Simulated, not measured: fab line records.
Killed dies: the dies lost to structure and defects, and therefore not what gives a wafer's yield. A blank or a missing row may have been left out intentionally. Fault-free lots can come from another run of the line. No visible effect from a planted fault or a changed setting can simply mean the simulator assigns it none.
fab line records    flow sky130
record lots=24  wafers=72  last-day=50
route steps=708 shown GATE_OXIDE@189 VIA3@596 CAP2M@604 PAD_OPEN@702
lots that met no fault: taken from a fault-free run of the same line
start-h: start of the lot's first displayed wafer, in hours after the record's first day    wait-h: time in hours since the lot's previous step    " the same as in the row above    L1.1+2: one row covering several wafers at once    - no value, or no start was given    * or withheld: withheld    < > ~ a bound
route shown NAME@n: a module of which the file shows steps, and the number in the route of the first    usual: mean/standard deviation of fault-free wafers    same: alike in all rows    chamber/n: place in a boat    sites: readings site by site    _std_site: how widely they spread, as a standard deviation    _edge_site: the outer-site mean with the inner-site mean subtracted    radius-mm: how far each site lies from the wafer's centre    mask NAME#n: copy n    behind: the last tool/chamber to shape the wafer    hold: the reason the lot was held/the length of the hold in hours/how it ended    device: names the non-switching transistor (n, p or np)    end of line: at the end of the route, the tests of the same wafers    a step with no rows: only its recipe    killed: at the first sort, the dies lost to defects and structure; wafer yield is something else    map: a wafer's dies, marking killed ones x, the rest . and places with no die _
set.NAME: setting as actually run; set.NAME@STEP: the setting as run at that earlier step    model.NAME: the simulator's own value behind a step, which no gauge read
route steps across a sampled set of lots; one table per step, one row per wafer
services: a tool's chamber out of use, with start hour (start-h, from the record's first day; less than 0 if before it), hours out, and reason
## steps
# step SKY_GATE_OXIDE_THK_MEAS_02
# recipe reads=SiO2_of_GATE_OXIDE_OXIDATION_01
# usual GATE_OXIDE_OXIDATION_00_THK=10.23/0.2
lot.wafer  tool           chamber  start-h  wait-h  GATE_OXIDE_OXIDATION_00_THK[nm]
L074.1     film-metro-02  -        280.52   0.0     10.27
L074.3     "              -        "        "       10.43
L074.4     "              -        "        "       10.32
L075.4     film-metro-02  -        290.01   0.0     10.40
L075.5     "              -        "        "       10.55
L075.6     "              -        "        "       10.47
L076.3     film-metro-02  -        303.06   0.0     9.96
L076.5     "              -        "        "       9.97
L076.6     "              -        "        "       10.01
L077.1     film-metro-03  -        307.17   0.0     10.23
L077.5     "              -        "        "       10.06
L077.6     "              -        "        "       10.11
L078.2     film-metro-01  -        314.32   0.0     10.23
L078.3     "              -        "        "       10.26
L078.5     "              -        "        "       10.17
L079.1     film-metro-01  -        321.74   0.0     10.15
L079.2     "              -        "        "       9.95
L079.6     "              -        "        "       10.05
L080.1     film-metro-03  -        325.34   0.0     10.38
L080.3     "              -        "        "       10.21
L080.4     "              -        "        "       10.21
L081.1     film-metro-02  -        340.03   0.0     10.41
L081.3     "              -        "        "       10.28
L081.4     "              -        "        "       10.36
L082.3     film-metro-03  -        351.40   0.0     9.84
L082.5     "              -        "        "       9.80
L082.6     "              -        "        "       9.89
L083.2     film-metro-02  -        369.53   0.0     10.06
L083.3     "              -        "        "       9.91
L083.4     "              -        "        "       10.05
L085.2     film-metro-01  -        372.33   0.0     10.14
L085.3     "              -        "        "       10.54
L085.4     "              -        "        "       10.49
L084.2     film-metro-01  -        374.73   0.0     9.84
L084.4     "              -        "        "       9.76
L084.5     "              -        "        "       9.94
L086.2     film-metro-02  -        374.73   0.0     10.20
L086.4     "              -        "        "       10.38
L086.5     "              -        "        "       10.28
L087.1     film-metro-01  -        391.56   0.0     10.21
L087.3     "              -        "        "       10.39
L087.5     "              -        "        "       10.43
L088.3     film-metro-03  -        400.29   0.0     10.17
L088.4     "              -        "        "       10.13
L088.5     "              -        "        "       10.14
L089.1     film-metro-03  -        416.17   0.0     10.12
L089.2     "              -        "        "       10.55
L089.4     "              -        "        "       10.24
L090.2     film-metro-01  -        417.59   0.0     10.51
L090.3     "              -        "        "       10.53
L090.6     "              -        "        "       10.50
L091.1     film-metro-02  -        430.86   0.0     10.45
L091.4     "              -        "        "       10.51
L091.5     "              -        "        "       10.08
L092.3     film-metro-03  -        434.68   0.0     10.33
L092.4     "              -        "        "       10.31
L092.5     "              -        "        "       10.24
L093.1     film-metro-03  -        436.81   0.0     10.24
L093.2     "              -        "        "       10.31
L093.5     "              -        "        "       10.19
L094.1     film-metro-01  -        445.21   0.0     10.15
L094.5     "              -        "        "       10.33
L094.6     "              -        "        "       10.26
L095.1     film-metro-01  -        449.91   0.0     10.42
L095.3     "              -        "        "       10.09
L095.4     "              -        "        "       10.33
L096.1     film-metro-03  -        464.92   0.0     10.09
L096.2     "              -        "        "       10.13
L096.5     "              -        "        "       10.07
L097.2     film-metro-03  -        474.40   0.0     10.43
L097.4     "              -        "        "       10.36
L097.6     "              -        "        "       10.29
# step SKY_GATE_OXIDE_TW_MEAS_14
# usual GATE_OXIDE_TW=223.2/1.8
lot.wafer  tool           chamber  start-h  wait-h  GATE_OXIDE_TW
L074.1     film-metro-02  -        305.70   0.1     222.7
L074.3     "              -        "        "       221.6
L074.4     "              -        "        "       222.6
L075.4     film-metro-01  -        315.98   0.1     225.5
L075.5     "              -        "        "       225.4
L075.6     "              -        "        "       224.5
L076.3     film-metro-02  -        329.42   0.1     222.6
L076.5     "              -        "        "       222.3
L076.6     "              -        "        "       222.8
L077.1     film-metro-01  -        331.93   0.1     224.3
L077.5     "              -        "        "       225.6
L077.6     "              -        "        "       224.7
L078.2     film-metro-02  -        342.01   0.1     221.4
L078.3     "              -        "        "       221.6
L078.5     "              -        "        "       220.8
L079.1     film-metro-02  -        348.97   0.1     221.4
L079.2     "              -        "        "       221.4
L079.6     "              -        "        "       223.2
L080.1     film-metro-02  -        352.34   0.1     222.4
L080.3     "              -        "        "       220.3
L080.4     "              -        "        "       222.3
L081.1     film-metro-01  -        367.67   0.1     225.8
L081.3     "              -        "        "       225.8
L081.4     "              -        "        "       226.0
L082.3     film-metro-03  -        379.94   0.1     222.5
L082.5     "              -        "        "       222.7
L082.6     "              -        "        "       224.0
L083.2     film-metro-02  -        396.46   0.1     223.4
L083.3     "              -        "        "       223.2
L083.4     "              -        "        "       224.1
L085.2     film-metro-02  -        399.80   0.1     223.0
L085.3     "              -        "        "       222.3
L085.4     "              -        "        "       223.3
L084.2     film-metro-01  -        402.95   0.1     225.3
L084.4     "              -        "        "       225.9
L084.5     "              -        "        "       226.2
L086.2     film-metro-01  -        403.26   0.1     224.5
L086.4     "              -        "        "       225.9
L086.5     "              -        "        "       226.9
L087.1     film-metro-01  -        421.32   0.1     224.3
L087.3     "              -        "        "       224.7
L087.5     "              -        "        "       223.8
L088.3     film-metro-01  -        430.91   0.1     224.2
L088.4     "              -        "        "       224.9
L088.5     "              -        "        "       223.7
L089.1     film-metro-03  -        447.20   0.1     221.8
L089.2     "              -        "        "       219.1
L089.4     "              -        "        "       221.3
L090.2     film-metro-03  -        448.81   0.1     221.7
L090.3     "              -        "        "       221.4
L090.6     "              -        "        "       221.3
L091.1     film-metro-02  -        461.65   0.1     223.5
L091.4     "              -        "        "       224.9
L091.5     "              -        "        "       223.3
L092.3     film-metro-02  -        464.76   0.1     223.7
L092.4     "              -        "        "       223.4
L092.5     "              -        "        "       223.0
L093.1     film-metro-03  -        467.05   0.1     220.5
L093.2     "              -        "        "       220.7
L093.5     "              -        "        "       219.8
L094.1     film-metro-01  -        476.54   0.1     226.3
L094.5     "              -        "        "       226.1
L094.6     "              -        "        "       225.4
L095.1     film-metro-02  -        480.07   0.1     221.5
L095.3     "              -        "        "       221.9
L095.4     "              -        "        "       223.6
L096.1     film-metro-02  -        495.09   0.1     222.6
L096.2     "              -        "        "       221.0
L096.5     "              -        "        "       220.8
L097.2     film-metro-02  -        505.41   0.1     223.0
L097.4     "              -        "        "       220.5
L097.6     "              -        "        "       221.8
# step SKY_VIA3_THK_MEAS_23
# recipe thk-meas-gauge=xrf  reads=W_of_VIA3_CVD_21
# usual VIA3_W_THK=375/5.6
lot.wafer  tool           chamber  start-h  wait-h  VIA3_W_THK[nm]
L074.1     film-metro-03  -        927.09   0.1     388
L074.3     "              -        "        "       375
L074.4     "              -        "        "       381
L075.4     film-metro-02  -        928.28   0.1     380
L075.5     "              -        "        "       376
L075.6     "              -        "        "       371
L076.3     film-metro-03  -        946.35   0.1     373
L076.5     "              -        "        "       380
L076.6     "              -        "        "       374
L077.1     film-metro-03  -        949.17   0.1     373
L077.5     "              -        "        "       379
L077.6     "              -        "        "       376
L078.2     film-metro-03  -        968.63   0.1     372
L078.3     "              -        "        "       375
L078.5     "              -        "        "       371
L079.1     film-metro-03  -        970.09   0.1     369
L079.2     "              -        "        "       375
L079.6     "              -        "        "       370
L080.1     film-metro-03  -        974.29   0.1     371
L080.3     "              -        "        "       371
L080.4     "              -        "        "       372
L081.1     film-metro-02  -        979.20   0.1     377
L081.3     "              -        "        "       380
L081.4     "              -        "        "       380
L082.3     film-metro-04  -        989.27   0.1     367
L082.5     "              -        "        "       386
L082.6     "              -        "        "       376
L083.2     film-metro-03  -        1002.94  0.1     377
L083.3     "              -        "        "       375
L083.4     "              -        "        "       375
L085.2     film-metro-03  -        1009.22  0.1     360
L085.3     "              -        "        "       364
L085.4     "              -        "        "       364
L084.2     film-metro-02  -        1010.45  0.1     376
L084.4     "              -        "        "       370
L084.5     "              -        "        "       376
L086.2     film-metro-04  -        1010.60  0.1     371
L086.4     "              -        "        "       369
L086.5     "              -        "        "       368
L087.1     film-metro-02  -        1025.34  0.1     369
L087.3     "              -        "        "       371
L087.5     "              -        "        "       376
L088.3     film-metro-03  -        1031.66  0.1     377
L088.4     "              -        "        "       367
L088.5     "              -        "        "       373
L089.1     film-metro-04  -        1037.38  0.1     372
L089.2     "              -        "        "       368
L089.4     "              -        "        "       371
L090.2     film-metro-02  -        1043.42  0.1     373
L090.3     "              -        "        "       372
L090.6     "              -        "        "       372
L091.1     film-metro-02  -        1049.59  0.1     373
L091.4     "              -        "        "       381
L091.5     "              -        "        "       383
L092.3     film-metro-04  -        1054.49  0.1     372
L092.4     "              -        "        "       374
L092.5     "              -        "        "       372
L093.1     film-metro-03  -        1057.35  0.1     380
L093.2     "              -        "        "       385
L093.5     "              -        "        "       372
L094.1     film-metro-02  -        1060.06  0.1     375
L094.5     "              -        "        "       383
L094.6     "              -        "        "       381
L095.1     film-metro-03  -        1063.04  0.1     376
L095.3     "              -        "        "       375
L095.4     "              -        "        "       375
L096.1     film-metro-03  -        1074.74  0.1     378
L096.2     "              -        "        "       378
L096.5     "              -        "        "       385
L097.2     film-metro-04  -        1086.66  0.1     377
L097.4     "              -        "        "       368
L097.6     "              -        "        "       383
# step SKY_CAP2M_THK_MEAS_01
# recipe reads=SiO2_of_CAP2M_CVD_00
# usual CAP2M_CVD_00_THK=15.55/0.23
lot.wafer  tool           chamber  start-h  wait-h  CAP2M_CVD_00_THK[nm]
L074.1     film-metro-01  -        927.63   -       15.65
L074.3     "              -        "        "       15.57
L074.4     "              -        "        "       15.74
L075.4     film-metro-03  -        928.82   -       15.76
L075.5     "              -        "        "       15.70
L075.6     "              -        "        "       15.46
L076.3     film-metro-03  -        946.89   -       15.49
L076.5     "              -        "        "       15.82
L076.6     "              -        "        "       15.97
L077.1     film-metro-01  -        949.71   -       15.15
L077.5     "              -        "        "       15.58
L077.6     "              -        "        "       15.41
L078.2     film-metro-03  -        969.17   -       15.05
L078.3     "              -        "        "       15.56
L078.5     "              -        "        "       15.77
L079.1     film-metro-01  -        970.63   -       15.47
L079.2     "              -        "        "       15.19
L079.6     "              -        "        "       15.61
L080.1     film-metro-03  -        974.83   -       15.56
L080.3     "              -        "        "       15.31
L080.4     "              -        "        "       15.60
L081.1     film-metro-04  -        979.74   -       15.29
L081.3     "              -        "        "       15.62
L081.4     "              -        "        "       15.76
L082.3     film-metro-04  -        989.81   -       15.46
L082.5     "              -        "        "       15.70
L082.6     "              -        "        "       15.59
L083.2     film-metro-03  -        1003.47  -       15.54
L083.3     "              -        "        "       15.34
L083.4     "              -        "        "       15.73
L085.2     film-metro-04  -        1009.76  -       15.36
L085.3     "              -        "        "       15.22
L085.4     "              -        "        "       15.55
L084.2     film-metro-04  -        1010.99  -       15.64
L084.4     "              -        "        "       16.00
L084.5     "              -        "        "       15.90
L086.2     film-metro-04  -        1011.28  -       15.45
L086.4     "              -        "        "       15.50
L086.5     "              -        "        "       15.52
L087.1     film-metro-01  -        1025.88  -       15.66
L087.3     "              -        "        "       15.54
L087.5     "              -        "        "       15.90
L088.3     film-metro-04  -        1032.23  -       15.59
L088.4     "              -        "        "       16.11
L088.5     "              -        "        "       15.71
L089.1     film-metro-04  -        1037.92  -       15.26
L089.2     "              -        "        "       15.57
L089.4     "              -        "        "       15.57
L090.2     film-metro-01  -        1044.08  -       15.28
L090.3     "              -        "        "       15.25
L090.6     "              -        "        "       15.23
L091.1     film-metro-04  -        1050.13  -       15.52
L091.4     "              -        "        "       15.65
L091.5     "              -        "        "       15.62
L092.3     film-metro-03  -        1055.03  -       15.06
L092.4     "              -        "        "       15.35
L092.5     "              -        "        "       15.76
L093.1     film-metro-04  -        1057.88  -       15.39
L093.2     "              -        "        "       15.66
L093.5     "              -        "        "       15.84
L094.1     film-metro-03  -        1060.71  -       15.61
L094.5     "              -        "        "       15.75
L094.6     "              -        "        "       15.68
L095.1     film-metro-03  -        1063.72  -       15.38
L095.3     "              -        "        "       15.46
L095.4     "              -        "        "       15.67
L096.1     film-metro-03  -        1075.28  -       15.75
L096.2     "              -        "        "       15.82
L096.5     "              -        "        "       15.97
L097.2     film-metro-01  -        1087.20  -       15.38
L097.4     "              -        "        "       15.54
L097.6     "              -        "        "       15.30
# step SKY_CAP2M_THK_MEAS_04
# recipe thk-meas-gauge=xrf  reads=TiN_of_CAP2M_SPUTTER_02
# usual CAP2M_TIN_THK=198.7/2.6
lot.wafer  tool           chamber  start-h  wait-h  CAP2M_TIN_THK[nm]
L074.1     film-metro-03  -        927.92   0.1     198.6
L074.3     "              -        "        "       200.2
L074.4     "              -        "        "       197.8
L075.4     film-metro-04  -        929.11   0.1     200.3
L075.5     "              -        "        "       200.4
L075.6     "              -        "        "       203.3
L076.3     film-metro-01  -        947.18   0.1     201.9
L076.5     "              -        "        "       199.8
L076.6     "              -        "        "       197.6
L077.1     film-metro-03  -        950.00   0.1     198.4
L077.5     "              -        "        "       199.6
L077.6     "              -        "        "       200.0
L078.2     film-metro-04  -        969.46   0.1     204.0
L078.3     "              -        "        "       202.4
L078.5     "              -        "        "       201.5
L079.1     film-metro-01  -        970.92   0.1     197.1
L079.2     "              -        "        "       198.2
L079.6     "              -        "        "       198.3
L080.1     film-metro-01  -        975.12   0.1     198.0
L080.3     "              -        "        "       196.6
L080.4     "              -        "        "       194.9
L081.1     film-metro-04  -        980.03   0.1     199.3
L081.3     "              -        "        "       200.7
L081.4     "              -        "        "       200.3
L082.3     film-metro-03  -        990.10   0.1     200.2
L082.5     "              -        "        "       199.9
L082.6     "              -        "        "       201.7
L083.2     film-metro-04  -        1003.76  0.1     201.0
L083.3     "              -        "        "       198.5
L083.4     "              -        "        "       199.9
L085.2     film-metro-01  -        1010.05  0.1     196.9
L085.3     "              -        "        "       197.6
L085.4     "              -        "        "       195.0
L084.2     film-metro-01  -        1011.28  0.1     195.7
L084.4     "              -        "        "       198.6
L084.5     "              -        "        "       196.9
L086.2     film-metro-04  -        1011.57  0.1     196.2
L086.4     "              -        "        "       196.4
L086.5     "              -        "        "       195.3
L087.1     film-metro-04  -        1026.17  0.1     198.1
L087.3     "              -        "        "       200.7
L087.5     "              -        "        "       201.4
L088.3     film-metro-04  -        1032.52  0.1     197.3
L088.4     "              -        "        "       199.1
L088.5     "              -        "        "       198.1
L089.1     film-metro-01  -        1038.21  0.1     197.0
L089.2     "              -        "        "       198.9
L089.4     "              -        "        "       200.1
L090.2     film-metro-04  -        1044.37  0.1     197.2
L090.3     "              -        "        "       200.1
L090.6     "              -        "        "       200.0
L091.1     film-metro-03  -        1050.42  0.1     200.6
L091.4     "              -        "        "       200.8
L091.5     "              -        "        "       200.9
L092.3     film-metro-04  -        1055.32  0.1     194.4
L092.4     "              -        "        "       193.2
L092.5     "              -        "        "       192.7
L093.1     film-metro-03  -        1058.17  0.1     197.1
L093.2     "              -        "        "       195.1
L093.5     "              -        "        "       198.5
L094.1     film-metro-01  -        1061.00  0.1     199.4
L094.5     "              -        "        "       198.3
L094.6     "              -        "        "       198.9
L095.1     film-metro-03  -        1064.01  0.1     200.3
L095.3     "              -        "        "       202.0
L095.4     "              -        "        "       202.0
L096.1     film-metro-03  -        1075.57  0.1     199.1
L096.2     "              -        "        "       200.5
L096.5     "              -        "        "       198.7
L097.2     film-metro-04  -        1087.49  0.1     192.2
L097.4     "              -        "        "       191.7
L097.6     "              -        "        "       192.3
# step SKY_PAD_OPEN_STRIP_08
# recipe chemistry=O2/N2  power-w=1400  pressure-mtorr=1500  platen-temp-c=withheld  overash-fraction=0.7  o2-flow-sccm=3000  n2-flow-sccm=300
# usual drypump-motor-current-A=5.8/0.3  o2-flow-sccm=3002/8.5  oes-product-au=0.664/0.0046  strip-time-to-endpoint-s=37.09/0.11
lot.wafer  tool             chamber  start-h  wait-h  drypump-motor-current-A  o2-flow-sccm  oes-product-au  rf-hours-counter-h  strip-time-to-endpoint-s
L074.1     plasma-asher-03  0        1070.82  0.1     5.7                      3003          0.659           97                  37.14
L074.3     "                1        "        "       5.5                      3017          0.672           -                   37.19
L074.4     "                0        "        "       5.7                      3005          0.668           -                   37.11
L075.4     plasma-asher-02  0        1071.20  0.1     5.6                      3017          0.660           -                   37.21
L075.5     "                1        "        "       5.7                      3001          0.659           -                   37.03
L075.6     "                0        "        "       5.6                      3002          0.667           -                   37.20
L076.3     plasma-asher-03  1        1086.20  0.1     5.5                      2999          0.663           -                   37.08
L076.5     "                1        "        "       5.5                      2998          0.664           -                   37.01
L076.6     "                0        "        "       5.7                      3008          0.665           -                   37.03
L077.1     plasma-asher-04  0        1088.84  0.1     6.5                      2997          0.662           65                  37.13
L077.5     "                1        "        "       6.2                      3022          0.662           -                   37.02
L077.6     "                0        "        "       6.5                      3011          0.663           -                   36.99
L078.2     plasma-asher-03  0        1104.94  0.1     5.7                      2996          0.669           100                 37.15
L078.3     "                1        "        "       5.5                      2992          0.668           -                   37.24
L078.5     "                1        "        "       5.4                      2999          0.675           -                   37.18
L079.1     plasma-asher-03  1        1106.72  0.1     5.5                      2998          0.664           100                 37.22
L079.2     "                0        "        "       5.7                      2995          0.667           100                 37.07
L079.6     "                1        "        "       5.4                      3003          0.664           -                   37.17
L080.1     plasma-asher-02  1        1110.99  0.1     5.8                      3016          0.662           5                   37.17
L080.3     "                1        "        "       5.8                      2995          0.664           -                   37.12
L080.4     "                0        "        "       5.6                      2995          0.664           -                   37.20
L081.1     plasma-asher-03  0        1114.49  0.1     5.7                      2997          0.659           101                 37.05
L081.3     "                1        "        "       5.5                      2993          0.664           -                   37.13
L081.4     "                0        "        "       5.7                      2998          0.656           -                   37.13
L082.3     plasma-asher-03  1        1123.21  0.1     5.5                      3000          0.666           -                   37.07
L082.5     "                0        "        "       5.8                      3010          0.660           -                   36.96
L082.6     "                1        "        "       5.5                      3007          0.666           -                   36.96
L083.2     plasma-asher-03  1        1135.24  0.1     5.4                      3010          0.659           103                 37.09
L083.3     "                0        "        "       5.7                      3002          0.660           -                   37.06
L083.4     "                1        "        "       5.5                      2996          0.658           -                   37.27
L085.2     plasma-asher-03  1        1139.89  0.1     5.5                      2997          0.668           103                 37.03
L085.3     "                0        "        "       5.7                      3025          0.663           -                   37.03
L085.4     "                1        "        "       5.5                      3009          0.662           -                   36.94
L084.2     plasma-asher-04  0        1141.72  0.1     6.5                      2992          0.663           70                  36.90
L084.4     "                0        "        "       6.4                      2998          0.659           -                   36.96
L084.5     "                0        "        "       6.4                      3001          0.661           -                   36.87
L086.2     plasma-asher-03  0        1142.07  0.1     5.8                      3007          0.668           103                 37.14
L086.4     "                1        "        "       5.5                      3006          0.668           -                   37.19
L086.5     "                1        "        "       5.5                      2999          0.660           -                   37.09
L087.1     plasma-asher-02  1        1152.09  0.1     5.8                      3004          0.663           8                   37.27
L087.3     "                1        "        "       5.8                      3006          0.664           -                   37.23
L087.5     "                1        "        "       5.8                      3010          0.660           -                   37.16
L088.3     plasma-asher-02  0        1157.63  0.1     5.7                      3005          0.659           -                   37.22
L088.4     "                1        "        "       5.8                      2997          0.666           -                   37.10
L088.5     "                1        "        "       5.8                      3013          0.662           -                   37.21
L089.1     plasma-asher-03  0        1163.04  0.1     5.7                      3004          0.664           106                 37.18
L089.2     "                1        "        "       5.5                      3004          0.660           106                 37.00
L089.4     "                1        "        "       5.5                      2998          0.669           -                   37.10
L090.2     plasma-asher-02  1        1168.29  0.1     5.8                      2982          0.668           9                   36.97
L090.3     "                1        "        "       5.8                      2991          0.656           -                   36.93
L090.6     "                0        "        "       5.6                      3007          0.663           -                   36.94
L091.1     plasma-asher-02  0        1171.04  0.1     5.6                      3013          0.670           10                  37.05
L091.4     "                0        "        "       5.6                      3001          0.662           -                   37.04
L091.5     "                0        "        "       5.6                      2998          0.669           -                   37.06
L092.3     plasma-asher-02  0        1175.77  0.1     5.6                      2998          0.657           -                   37.16
L092.4     "                1        "        "       5.8                      2995          0.670           -                   37.10
L092.5     "                0        "        "       5.6                      2998          0.662           -                   37.17
L093.1     plasma-asher-02  1        1177.84  0.1     5.7                      3014          0.663           10                  36.86
L093.2     "                0        "        "       5.6                      2995          0.659           10                  36.87
L093.5     "                0        "        "       5.6                      2997          0.662           -                   36.83
L094.1     plasma-asher-04  1        1180.39  0.1     6.2                      3002          0.661           73                  37.05
L094.5     "                0        "        "       6.5                      2992          0.658           -                   37.07
L094.6     "                1        "        "       6.2                      2993          0.670           -                   37.10
L095.1     plasma-asher-04  1        1182.34  0.1     6.2                      3004          0.668           73                  37.19
L095.3     "                1        "        "       6.2                      3020          0.662           -                   37.11
L095.4     "                0        "        "       6.4                      3003          0.662           -                   37.21
L096.1     plasma-asher-04  0        1190.24  0.1     6.5                      3007          0.662           74                  37.27
L096.2     "                1        "        "       6.2                      3003          0.661           74                  37.14
L096.5     "                0        "        "       6.5                      3008          0.658           -                   37.14
L097.2     plasma-asher-02  0        1199.14  0.1     5.6                      2982          0.666           13                  37.12
L097.4     "                1        "        "       5.8                      2981          0.661           -                   36.91
L097.6     "                0        "        "       5.6                      2991          0.663           -                   37.09
## services
tool             chamber  start-h  hours  kind
plasma-asher-02  -        1055.25  9.0    pm
plasma-asher-02  0        1055.25  9.0    vent-cycle
plasma-asher-02  1        1055.25  9.0    vent-cycle
plasma-asher-02  0        1064.25  -      clean
plasma-asher-02  1        1064.25  -      clean
plasma-asher-03  -        1109.14  3.1    repair
plasma-asher-02  -        1111.89  0.3    repair
plasma-asher-02  -        1138.30  6.1    repair
plasma-asher-04  -        1156.23  3.4    repair
plasma-asher-04  -        1173.52  3.9    repair
## key
fault none
